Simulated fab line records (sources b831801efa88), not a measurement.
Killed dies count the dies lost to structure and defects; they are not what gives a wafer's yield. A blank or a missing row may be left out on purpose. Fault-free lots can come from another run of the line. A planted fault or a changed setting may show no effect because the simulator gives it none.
Matching of chambers + flow gf180mcu + 4 sister chambers for GF_V2_CMP_04 on cmp-02
The step polishes SiO2. 4 wafers are shown with their chamber, then 8 later ones without.

WAFERS, EACH WITH ITS CHAMBER
| wafer  | chamber | motor_current_A (A) |
|--------|---------|---------------------|
| L873.5 | 2       | 10.8                |
| L882.3 | 3       | 10.1                |
| L882.6 | 0       | 14.0                |
| L884.3 | 1       | 11.4                |

WAFERS WITHOUT THEIR CHAMBER
| wafer  | motor_current_A (A) |
|--------|---------------------|
| L884.4 | 13.3                |
| L884.6 | 11.9                |
| L885.1 | 13.1                |
| L885.4 | 10.5                |
| L885.6 | 13.7                |
| L887.2 | 11.3                |
| L887.5 | 11.3                |
| L887.6 | 11.3                |

THE CHAMBER EACH PASSED THROUGH
| wafer  | from the rows above          | in truth |
|--------|------------------------------|----------|
| L884.4 | 0                            | 0        |
| L884.6 | can't be placed: 1 or 2      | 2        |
| L885.1 | can't be placed: 0 or 1      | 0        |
| L885.4 | can't be placed: 2 or 3 or 1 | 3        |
| L885.6 | 0                            | 0        |
| L887.2 | can't be placed: 1 or 2      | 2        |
| L887.5 | can't be placed: 1 or 2      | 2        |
| L887.6 | can't be placed: 1 or 2      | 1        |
Placed correctly: 2 of 8. Unplaceable from these rows: 6, with the true chamber sitting among the candidates in 6. Number placed wrongly: 0.
How it was worked out, from the rows above alone: a wafer's distance from a chamber is the root of the sum, over the readings, of the square of ((its reading less the chamber's mean) divided by the reading's scatter). If the next closest chamber is less than 2 further off than the closest, the wafer can't be placed; otherwise it belongs to the closest. The mean given for a chamber averages the wafers shown for that chamber. The scatter: root of mean squared gap, hidden wafer to nearest shown wafer, with one shown wafer a chamber.
